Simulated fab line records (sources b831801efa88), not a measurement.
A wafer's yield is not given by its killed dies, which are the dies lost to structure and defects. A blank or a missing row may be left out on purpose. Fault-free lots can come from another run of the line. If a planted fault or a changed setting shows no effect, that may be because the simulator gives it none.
Split-lot study ; flow gf180mcu ; 23 wafers read from 5 lots, route of 602 steps

## SPLIT DETAILS
At GF_SALICIDE_SPUTTER_03 (material TiN, target thk 20 nm, time 16.7 s), the setting power-w was moved away from the recipe's 6500 W on 8 of the 23 wafers read, by -7.8% to +3.5%. For the rest of the wafers, this setting stayed at what the recipe calls for.

Split to reading: the file shows no intervening step.

## THE READING
SALICIDE_TIN_THK, in nm, at GF_SALICIDE_THK_MEAS_05 (measures by xrf). Fault-free wafers of this fab line usually give 20.00 nm, standard deviation 0.25 nm.

wafer;tool, chamber at the split;power-w as run, W;against the recipe;SALICIDE_TIN_THK, nm;against lot-mates on the recipe
L076.1;pvd-sputter-03, -;6500;recipe;20.11;-
L076.2;pvd-sputter-03, -;6500;recipe;20.13;-
L076.3;pvd-sputter-03, -;6500;recipe;20.34;-
L076.4;pvd-sputter-03, -;6500;recipe;20.16;-
L076.6;pvd-sputter-03, -;6500;recipe;20.15;-
L079.2;pvd-sputter-03, -;6500;recipe;20.22;-
L079.4;pvd-sputter-03, -;6500;recipe;20.19;-
L079.5;pvd-sputter-03, -;6500;recipe;20.23;-
L081.1;pvd-sputter-04, -;6500;recipe;20.37;-
L081.2;pvd-sputter-04, -;5995;-7.8%;18.90;-1.48
L081.3;pvd-sputter-04, -;5995;-7.8%;18.69;-1.68
L081.4;pvd-sputter-04, -;5995;-7.8%;18.69;-1.68
L081.6;pvd-sputter-04, -;6500;recipe;20.38;-
L080.1;pvd-sputter-01, -;6144;-5.5%;18.88;-1.12
L080.2;pvd-sputter-01, -;6500;recipe;19.85;-
L080.3;pvd-sputter-01, -;6144;-5.5%;18.64;-1.36
L080.5;pvd-sputter-01, -;6500;recipe;19.85;-
L080.6;pvd-sputter-01, -;6500;recipe;20.29;-
L083.1;pvd-sputter-03, -;6500;recipe;20.02;-
L083.2;pvd-sputter-03, -;6730;+3.5%;20.50;+0.52
L083.4;pvd-sputter-03, -;6730;+3.5%;20.73;+0.75
L083.5;pvd-sputter-03, -;6730;+3.5%;20.35;+0.37
L083.6;pvd-sputter-03, -;6500;recipe;19.94;-

THE FIT
A straight line over all 23 wafers: SALICIDE_TIN_THK changes by +0.179 nm for each +1% of power-w; r = +0.95; the points scatter about the line by 0.21 nm.
The same after taking each lot's own level away (the mean of its wafers on the recipe; 23 wafers): +0.201 nm for each +1%; r = +0.98; scatter 0.14 nm.
The reading moves by 1.6 nm for the largest change in power-w, on that fit.
From 19.980 to 20.375 nm: that is the span of the lots' own levels, equal to 1.6 times the standard deviation above.
In other words, the slope is changed by the lot-to-lot level; the two fits disagree.
Check: for one of the wafers moved furthest among these (-7.8%), held out of the fit, the line's prediction against its lot-mates is -1.64 nm. It came out at -1.48 nm against them.

## THESE WAFERS: OTHER SPLITS
Note: prior to the reading, these wafers also went through further splits. Each is held against what the fit with the lots' levels taken away leaves over:
other split on the same wafers;wafers away from the commonest value;r with SALICIDE_TIN_THK (lot level and that fit taken away)
GF_DUAL_GATE_COAT_06 resist-thk-nm;8;-0.06
GF_POLY_GATE_COAT_05 resist-thk-nm;4;+0.10
GF_POLY_GATE_OXIDATION_16 ox-time-s;18;-0.20
GF_HV_LDD_IMPLANT_09 dose-cm2;6;+0.12
GF_HV_LDD_DEVELOP_18 develop-time-s;8;-0.18
GF_HV_LDD_CLEAN_51 time-s;15;+0.07
GF_HV_LDD_ETCHBACK_58 time-s;11;-0.06
GF_PSD_IMPLANT_09 energy-kev;7;-0.04

## THE WHOLE CHAIN: every reading that the file lists as answering this split, in the file's order
step;what it does;reading;change (the file's fit);r (the file's)
GF_SALICIDE_SPUTTER_03;material TiN, target thk 20 nm, time 16.7 s;TiN_of_SALICIDE_SPUTTER_03.thk-nm (the simulator's own value, which no gauge read);+0.202 nm for each +1% of the setting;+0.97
GF_SALICIDE_THK_MEAS_05;measures by xrf;SALICIDE_TIN_THK;+0.207 for each +1% of the setting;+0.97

## FILE'S OWN FIT
SALICIDE_TIN_THK changes by +0.207 nm for each +1% of power-w, r = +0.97.
